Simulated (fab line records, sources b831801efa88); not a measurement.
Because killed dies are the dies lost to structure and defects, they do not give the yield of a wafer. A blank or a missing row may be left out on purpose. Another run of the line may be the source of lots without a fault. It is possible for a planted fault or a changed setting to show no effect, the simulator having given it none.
Which tool did it? :: flow gf180mcu :: 13 lots, 39 wafers sampled, at 2 steps of a route of 602

## WHAT THE GAUGES SHOWED, per wafer
GF_STI_BOW_MEAS_00.
lot: L457
measured: day 1 10:00
on: film_metro-04
INCOMING_BOW (um): -9 -11 6

lot: L458
measured: day 1 15:00
on: film_metro-01
INCOMING_BOW (um): 3 -7 -2

lot: L459
measured: day 1 20:00
on: film_metro-02
INCOMING_BOW (um): -3 11 -1

lot: L460
measured: day 2 01:00
on: film_metro-01
INCOMING_BOW (um): 1 9 5

lot: L464
measured: day 2 21:01
on: film_metro-02
INCOMING_BOW (um): -1 2 6

lot: L466
measured: day 3 07:00
on: film_metro-02
INCOMING_BOW (um): -14 2 5

lot: L469
measured: day 3 22:01
on: film_metro-01
INCOMING_BOW (um): 8 1 0

lot: L472
measured: day 4 13:04
on: film_metro-01
INCOMING_BOW (um): 7 -2 7

lot: L473
measured: day 4 18:01
on: film_metro-02
INCOMING_BOW (um): -5 10 4

lot: L474
measured: day 4 23:00
on: film_metro-01
INCOMING_BOW (um): -6 11 5

lot: L476
measured: day 5 09:00
on: film_metro-01
INCOMING_BOW (um): 0 6 10

lot: L478
measured: day 5 19:00
on: film_metro-02
INCOMING_BOW (um): 6 -4 -2

lot: L479
measured: day 6 00:02
on: film_metro-01
INCOMING_BOW (um): 4 12 -2

GF_STI_CD_MEAS_12 targets a cd of 220 nm.
lot: L457
measured: day 2 02:14
on: cd_sem-01
cd_nm (nm): 220.4 220.2 220.4

lot: L458
measured: day 2 06:34
on: cd_sem-02
cd_nm (nm): 220.9 222.3 222.6

lot: L459
measured: day 2 12:22
on: cd_sem-01
cd_nm (nm): 220.8 220.0 220.6

lot: L460
measured: day 2 16:31
on: cd_sem-02
cd_nm (nm): 220.3 221.7 220.6

lot: L464
measured: day 3 14:41
on: cd_sem-01
cd_nm (nm): 220.4 221.1 219.6

lot: L466
measured: day 3 23:59
on: cd_sem-01
cd_nm (nm): 219.6 221.0 219.0

lot: L469
measured: day 4 15:29
on: cd_sem-01
cd_nm (nm): 219.1 219.4 220.9

lot: L472
measured: day 5 06:35
on: cd_sem-01
cd_nm (nm): 220.7 219.8 220.5

lot: L473
measured: day 5 12:08
on: cd_sem-01
cd_nm (nm): 219.3 220.2 219.0

lot: L474
measured: day 5 17:22
on: cd_sem-01
cd_nm (nm): 220.0 220.2 220.7

lot: L476
measured: day 6 04:04
on: cd_sem-02
cd_nm (nm): 220.1 219.6 220.2

lot: L478
measured: day 6 13:59
on: cd_sem-02
cd_nm (nm): 221.2 220.6 220.7

lot: L479
measured: day 6 18:28
on: cd_sem-02
cd_nm (nm): 220.4 219.3 220.0

## TOOL THAT RAN EACH LOT (tool first, then ch and the chambers of the sampled wafers, then the start)
Before these readings, the record contains no process step.

## AS READ BY THE TOOLS THEMSELVES (means over the sampled wafers that have a number; for cases with no such wafer, the mark the record gives instead)
The record holds no such reading with a usual standard deviation.

## THE ANSWER, worked out from the rows above alone
Rule: usual is defined by the lots themselves. The widest of any qualifying gaps counts: lots, ordered by their means at a reading, are off when they make up no more than a third of the lots, leave a main group of 4 or more, and stand apart from it by 3 or more times the standard deviation of that group's means. A main group whose means are all the same, to the digits that the tables above print for the reading, isn't used. Also off: a lot with no number at a reading for which 4 or more lots have one. The other lots that the step has rows for count as sound. After the gauges, taken in route order, come the tools' own readings; for these a lot's mean is taken, as printed above. At the first step where some lot is off, the reading lying furthest off is the one used; lots without a number count as furthest.
None of the lots is off at any reading shown; this tells nothing.

## WHAT THE SIMULATOR HAD PUT IN
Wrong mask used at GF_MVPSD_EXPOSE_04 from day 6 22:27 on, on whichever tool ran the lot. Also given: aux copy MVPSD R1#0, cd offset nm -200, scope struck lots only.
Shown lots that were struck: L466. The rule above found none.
